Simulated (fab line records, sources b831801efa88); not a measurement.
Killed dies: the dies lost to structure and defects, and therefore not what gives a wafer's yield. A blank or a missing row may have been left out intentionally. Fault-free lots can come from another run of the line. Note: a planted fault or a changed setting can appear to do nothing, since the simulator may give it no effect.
Which tool is to blame? + flow sky130 + 11 lots, 33 wafers sampled, at 5 steps of a route of 708

WHAT THE GAUGES READ, wafer by wafer
SKY_VT_ADJUST_NCORE_TW_MEAS_11. Usual: VT_ADJUST_NCORE_TW gives 220.6 (standard deviation 1.1).
| lot  | measured     | on            | VT_ADJUST_NCORE_TW | flag |
|------|--------------|---------------|--------------------|------|
| L681 | day 10 02:40 | film metro-03 | 221.6 222.4 220.8  |      |
| L683 | day 10 09:35 | film metro-04 | 220.0 218.8 221.2  |      |
| L684 | day 10 11:28 | film metro-01 | 220.9 221.1 220.9  |      |
| L685 | day 11 03:55 | film metro-01 | 221.5 221.8 222.1  |      |
| L687 | day 11 08:03 | film metro-04 | 217.4 218.7 218.8  |      |
| L692 | day 12 16:17 | film metro-04 | 218.6 219.5 218.7  |      |
| L694 | day 13 12:32 | film metro-01 | 226.4 226.6 225.4  | OFF  |
| L695 | day 14 07:05 | film metro-03 | 225.5 225.3 224.6  | OFF  |
| L696 | day 14 12:26 | film metro-04 | 224.6 223.8 225.4  | OFF  |
| L697 | day 14 15:18 | film metro-03 | 220.6 221.5 219.7  |      |
| L698 | day 15 12:11 | film metro-01 | 221.2 221.3 220.4  |      |

SKY_SONOS_TUNNEL_OVL_MEAS_08. Usual: SONOS_TUNNEL_OVL gives -0.2 nm (standard deviation 1.6).
| lot  | measured     | on         | SONOS_TUNNEL_OVL (nm) | flag |
|------|--------------|------------|-----------------------|------|
| L681 | day 13 01:28 | overlay-02 | 1.9 1.5 1.2           |      |
| L683 | day 13 09:16 | overlay-02 | -2.6 -0.7 -1.7        |      |
| L684 | day 13 11:34 | overlay-01 | 0.7 -0.1 -1.8         |      |
| L685 | day 14 06:31 | overlay-01 | -0.3 -0.9 -1.0        |      |
| L687 | day 14 10:58 | overlay-01 | 1.2 1.5 -0.1          |      |
| L692 | day 15 23:16 | overlay-02 | 3.1 1.9 1.6           |      |
| L694 | day 16 22:51 | overlay-02 | 1.1 -1.0 0.6          |      |
| L695 | day 17 18:00 | overlay-02 | 1.8 0.5 -1.7          |      |
| L696 | day 18 00:26 | overlay-01 | 0.2 0.7 0.2           |      |
| L697 | day 18 03:36 | overlay-01 | -0.8 -0.7 -0.4        |      |
| L698 | day 19 03:24 | overlay-02 | 0.2 -0.5 2.1          |      |

WHICH TOOL RAN EACH LOT (tool, then ch and the chambers of the sampled wafers, then the start)
| lot  | SKY_PWDE_STRIP_09                   | SKY_VT_ADJUST_NCORE_IMPLANT_09  | SKY_VT_ADJUST_NCORE_STRIP_10         |
|------|-------------------------------------|---------------------------------|--------------------------------------|
| L681 | plasma asher-02 ch 0,1, day 5 02:42 | implanter-04 ch 0, day 10 02:26 | plasma asher-04 ch 0,1, day 10 02:34 |
| L683 | plasma asher-02 ch 0,1, day 5 11:01 | implanter-04 ch 0, day 10 09:20 | plasma asher-02 ch 0,1, day 10 09:29 |
| L684 | plasma asher-02 ch 0,1, day 5 14:51 | implanter-03 ch 0, day 10 11:15 | plasma asher-01 ch 0,1, day 10 11:23 |
| L685 | plasma asher-01 ch 0,1, day 5 19:33 | implanter-01 ch 0, day 11 03:42 | plasma asher-01 ch 0,1, day 11 03:50 |
| L687 | plasma asher-04 ch 0,1, day 6 04:35 | implanter-01 ch 0, day 11 07:49 | plasma asher-01 ch 0,1, day 11 07:56 |
| L692 | plasma asher-02 ch 0,1, day 7 07:36 | implanter-04 ch 0, day 12 16:04 | plasma asher-01 ch 0,1, day 12 16:11 |
| L694 | plasma asher-02 ch 0,1, day 7 21:58 | implanter-01 ch 0, day 13 12:17 | plasma asher-01 ch 0,1, day 13 12:26 |
| L695 | plasma asher-02 ch 0,1, day 8 04:29 | implanter-01 ch 0, day 14 06:50 | plasma asher-02 ch 0,1, day 14 06:59 |
| L696 | plasma asher-01 ch 0,1, day 8 11:43 | implanter-01 ch 0, day 14 12:11 | plasma asher-01 ch 0,1, day 14 12:20 |
| L697 | plasma asher-04 ch 0,1, day 8 18:19 | implanter-04 ch 0, day 14 15:03 | plasma asher-01 ch 0,1, day 14 15:12 |
| L698 | plasma asher-02 ch 0,1, day 9 08:23 | implanter-03 ch 0, day 15 11:56 | plasma asher-01 ch 0,1, day 15 12:05 |
- SKY_PWDE_STRIP_09: strips in O2/N2.
- SKY_VT_ADJUST_NCORE_IMPLANT_09
- SKY_VT_ADJUST_NCORE_STRIP_10: strips in O2/N2.

WHAT THE TOOLS THEMSELVES READ (means of the sampled wafers that have a number; where no wafer has one, the mark that the record gives instead)
SKY_PWDE_STRIP_09. Usual: chamber pressure mTorr 1499.9 mTorr, standard deviation 1.4; drypump motor current A 5.90 A, standard deviation 0.26; oes product au 0.722 a.u., standard deviation 0.0042; strip time to endpoint s 36.91 s, standard deviation 0.1.
| lot  | tool            | chamber pressure mTorr (mTorr) | drypump motor current A (A) | oes product au (a.u.) | strip time to endpoint s (s) | flag |
|------|-----------------|--------------------------------|-----------------------------|-----------------------|------------------------------|------|
| L681 | plasma asher-02 | 1502.3                         | 6.15                        | 0.725                 | 36.94                        |      |
| L683 | plasma asher-02 | 1500.1                         | 6.14                        | 0.722                 | 36.92                        |      |
| L684 | plasma asher-02 | 1500.7                         | 6.11                        | 0.726                 | 36.85                        |      |
| L685 | plasma asher-01 | 1499.9                         | 5.77                        | 0.718                 | 36.68                        |      |
| L687 | plasma asher-04 | 1499.6                         | 5.92                        | 0.723                 | 36.92                        |      |
| L692 | plasma asher-02 | 1498.7                         | 6.15                        | 0.719                 | 36.84                        |      |
| L694 | plasma asher-02 | 1499.7                         | 6.02                        | 0.727                 | 37.06                        |      |
| L695 | plasma asher-02 | 1499.3                         | 6.13                        | 0.723                 | 36.83                        |      |
| L696 | plasma asher-01 | 1498.6                         | 5.76                        | 0.722                 | 36.95                        |      |
| L697 | plasma asher-04 | 1500.9                         | 5.75                        | 0.723                 | 37.06                        |      |
| L698 | plasma asher-02 | 1500.6                         | 6.16                        | 0.721                 | 36.79                        |      |

SKY_VT_ADJUST_NCORE_IMPLANT_09. Usual: beam on s 9.99 s, standard deviation 0.22; dose ions cm2 2.4e+12, standard deviation 2.5e+09; end station pressure torr 5e-06 Torr, standard deviation 3e-07; faraday current uA 13.6, standard deviation 0.3.
| lot  | tool         | beam on s (s) | dose ions cm2 | end station pressure torr (Torr) | faraday current uA | flag |
|------|--------------|---------------|---------------|----------------------------------|--------------------|------|
| L681 | implanter-04 | 9.97          | 2.4e+12       | 5e-06                            | 13.6               |      |
| L683 | implanter-04 | 9.84          | 2.4e+12       | 5e-06                            | 13.8               |      |
| L684 | implanter-03 | 9.97          | 2.4e+12       | 5e-06                            | 13.6               |      |
| L685 | implanter-01 | 10.00         | 2.4e+12       | 5e-06                            | 13.5               |      |
| L687 | implanter-01 | 10.13         | 2.4e+12       | 5e-06                            | 13.3               |      |
| L692 | implanter-04 | 9.98          | 2.4e+12       | 5e-06                            | 13.6               |      |
| L694 | implanter-01 | 11.14         | 2.4e+12       | 6e-05                            | 11.7               | OFF  |
| L695 | implanter-01 | 10.41         | 2.4e+12       | 6e-05                            | 12.5               | OFF  |
| L696 | implanter-01 | 10.76         | 2.4e+12       | 6e-05                            | 12.1               | OFF  |
| L697 | implanter-04 | 9.98          | 2.4e+12       | 5e-06                            | 13.6               |      |
| L698 | implanter-03 | 9.85          | 2.4e+12       | 5e-06                            | 13.8               |      |

SKY_VT_ADJUST_NCORE_STRIP_10. Usual: chamber pressure mTorr 1500.1 mTorr, standard deviation 1.3; drypump motor current A 5.82 A, standard deviation 0.23; oes product au 0.715 a.u., standard deviation 0.0045; strip time to endpoint s 14.20 s, standard deviation 0.039.
| lot  | tool            | chamber pressure mTorr (mTorr) | drypump motor current A (A) | oes product au (a.u.) | strip time to endpoint s (s) | flag |
|------|-----------------|--------------------------------|-----------------------------|-----------------------|------------------------------|------|
| L681 | plasma asher-04 | 1500.0                         | 5.75                        | 0.719                 | 14.15                        |      |
| L683 | plasma asher-02 | 1499.6                         | 6.15                        | 0.713                 | 14.22                        |      |
| L684 | plasma asher-01 | 1500.1                         | 5.78                        | 0.717                 | 14.20                        |      |
| L685 | plasma asher-01 | 1502.0                         | 5.68                        | 0.711                 | 14.22                        |      |
| L687 | plasma asher-01 | 1498.8                         | 5.76                        | 0.718                 | 14.20                        |      |
| L692 | plasma asher-01 | 1500.1                         | 5.74                        | 0.716                 | 14.18                        |      |
| L694 | plasma asher-01 | 1501.4                         | 5.69                        | 0.718                 | 14.25                        |      |
| L695 | plasma asher-02 | 1500.8                         | 5.99                        | 0.716                 | 14.21                        |      |
| L696 | plasma asher-01 | 1500.0                         | 5.76                        | 0.709                 | 14.27                        |      |
| L697 | plasma asher-01 | 1498.2                         | 5.69                        | 0.715                 | 14.22                        |      |
| L698 | plasma asher-01 | 1502.0                         | 5.76                        | 0.716                 | 14.19                        |      |

THE ANSWER, worked out from the rows above alone
Rule: a lot is off if the mean of its wafers that have a number lies more than 3 standard deviations from the usual mean. Also off: a lot with no number at a reading for which 4 or more lots have one. Where the step has rows for the other lots, those lots are counted as sound. After the gauges, taken in route order, come the tools' own readings; for these a lot's mean is taken, as printed above. At the first step where some lot is off, the reading lying furthest off is the one used; lots without a number count as furthest.
Off: L694, L695, L696, seen at SKY_VT_ADJUST_NCORE_TW_MEAS_11 (VT_ADJUST_NCORE_TW).
If a tool, at a process step before that reading, ran all the lots that are off and no sound lot after the first of them, it fits. Not tried: the gauges at SKY_VT_ADJUST_NCORE_TW_MEAS_11; whatever is off there is also off at SKY_VT_ADJUST_NCORE_IMPLANT_09, on other tools, and gauge error can't account for it. One fits: implanter-01 at SKY_VT_ADJUST_NCORE_IMPLANT_09. A fault onset in the window from L687 (day 11 07:49, its last sound lot) to L694 (day 13 12:17, its first lot off) fits.
The tool's own readings at SKY_VT_ADJUST_NCORE_IMPLANT_09 bear it out: on the lots that are off they differ by more than 5 times the standard deviation of the sound lots' means. beam on s reads 10.77 s there against 9.96 s on the sound lots; end station pressure torr reads 6e-05 Torr there against 5e-06 Torr on the sound lots; faraday current uA reads 12.1 there against 13.6 on the sound lots.

WHAT THE SIMULATOR HAD INSERTED
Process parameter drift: implanter-01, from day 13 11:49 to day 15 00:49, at SKY_VT_ADJUST_NCORE_IMPLANT_09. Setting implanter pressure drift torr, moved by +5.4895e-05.
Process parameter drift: implanter-01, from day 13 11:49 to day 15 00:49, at SKY_VT_ADJUST_NCORE_IMPLANT_09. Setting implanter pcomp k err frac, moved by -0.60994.
Shown lots that were struck: L694, L695, L696. The rule above reached the same finding.
